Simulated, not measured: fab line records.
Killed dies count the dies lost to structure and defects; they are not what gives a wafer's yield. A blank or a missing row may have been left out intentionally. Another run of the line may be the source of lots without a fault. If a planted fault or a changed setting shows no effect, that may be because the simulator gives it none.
Chamber matching ; flow sfqLine ; SFQ_TRILAYER_A5C_DEP_PECVD_142 on pecvd-03: 3 sister chambers
The step deposits SiO2 from SiH4/N2O, time 15.556 s, target thk 70 nm. 14 wafers are shown with their chamber, then 7 later ones without.

WAFERS, EACH WITH ITS CHAMBER
wafer;chamber;throttleValvePct (%);heaterPowerW (W)
L344.2;0;23.5;95
L344.4;1;27.6;85
L344.5;0;23.5;97
L345.4;0;23.6;111
L345.5;2;24.7;100
L345.6;1;27.6;94
L348.1;2;25.0;103
L348.3;0;23.6;102
L348.6;2;24.9;102
L353.1;1;28.4;96
L353.2;2;25.3;103
L353.5;1;28.1;91
L354.3;0;23.8;107
L354.4;1;28.5;91

SIGNATURES, as means of the wafers listed above
reading;chamber 0;chamber 1;chamber 2;scatter within a chamber
throttleValvePct;23.600;28.040;24.975;0.298
heaterPowerW;102.40;91.40;102.00;4.81
Rule: distance of a wafer from a chamber = root of the sum over the readings of ((wafer's reading minus chamber's mean) / reading's scatter) squared. The wafer belongs to the nearest chamber; if the next one is less than 2 further off, it can't be placed. How the scatter is found: for the shown wafers, subtract from each reading the mean of its chamber, square and add these, divide the total by (wafers less chambers), then take the root.

WAFERS WHOSE CHAMBER IS MISSING
wafer;throttleValvePct (%);heaterPowerW (W)
L354.5;24.9;110
L357.3;25.3;102
L357.5;23.8;97
L357.6;28.3;80
L358.1;28.3;94
L358.2;25.0;92
L358.6;28.5;93

EACH ONE'S CHAMBER
wafer;from the rows above;in truth
L354.5;2;2
L357.3;2;2
L357.5;0;0
L357.6;1;1
L358.1;1;1
L358.2;2;2
L358.6;1;1
Correct placement for 7 of the 7. Not placeable from these rows: 0. Number placed wrongly: 0.
